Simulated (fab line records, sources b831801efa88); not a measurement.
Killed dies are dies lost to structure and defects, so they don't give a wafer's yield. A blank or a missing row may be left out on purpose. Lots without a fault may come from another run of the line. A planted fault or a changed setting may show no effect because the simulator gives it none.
Chamber matching | flow gf180mcu | GF_V3_CMP_04 on cmp-01: 4 sister chambers
The step polishes SiO2. 4 wafers are shown with their chamber, then 7 later ones without.

WAFERS WITH THEIR CHAMBER
wafer  | chamber | motor_current_A (A)
L711.6 | 2       | 12.3
L714.1 | 3       | 10.0
L726.1 | 0       | 13.6
L726.3 | 1       | 12.5

WAFERS WITHOUT THEIR CHAMBER
wafer  | motor_current_A (A)
L726.5 | 12.9
L731.1 | 12.5
L731.4 | 10.1
L731.6 | 10.9
L733.1 | 12.8
L733.4 | 12.2
L733.5 | 9.7

WHICH CHAMBER EACH WENT THROUGH
wafer  | from the rows above          | in truth
L726.5 | can't be placed: 1 or 2 or 0 | 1
L731.1 | can't be placed: 1 or 2      | 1
L731.4 | 3                            | 3
L731.6 | can't be placed: 3 or 2 or 1 | 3
L733.1 | can't be placed: 1 or 2 or 0 | 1
L733.4 | can't be placed: 2 or 1      | 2
L733.5 | 3                            | 3
Placed correctly: 2 of 7. Can't be placed from these rows: 5 (the true chamber is among the candidates in 5). Placed wrongly: 0.
How it was worked out, from the rows above alone: a wafer's distance from a chamber is the root of the sum, over the readings, of the square of ((its reading less the chamber's mean) divided by the reading's scatter). The wafer belongs to the nearest chamber; if the next one is less than 2 further off, it can't be placed. A chamber's mean is the mean of its shown wafers. The scatter: with one shown wafer a chamber, the root of the mean of the squares of how far each hidden wafer lies from its nearest shown one.
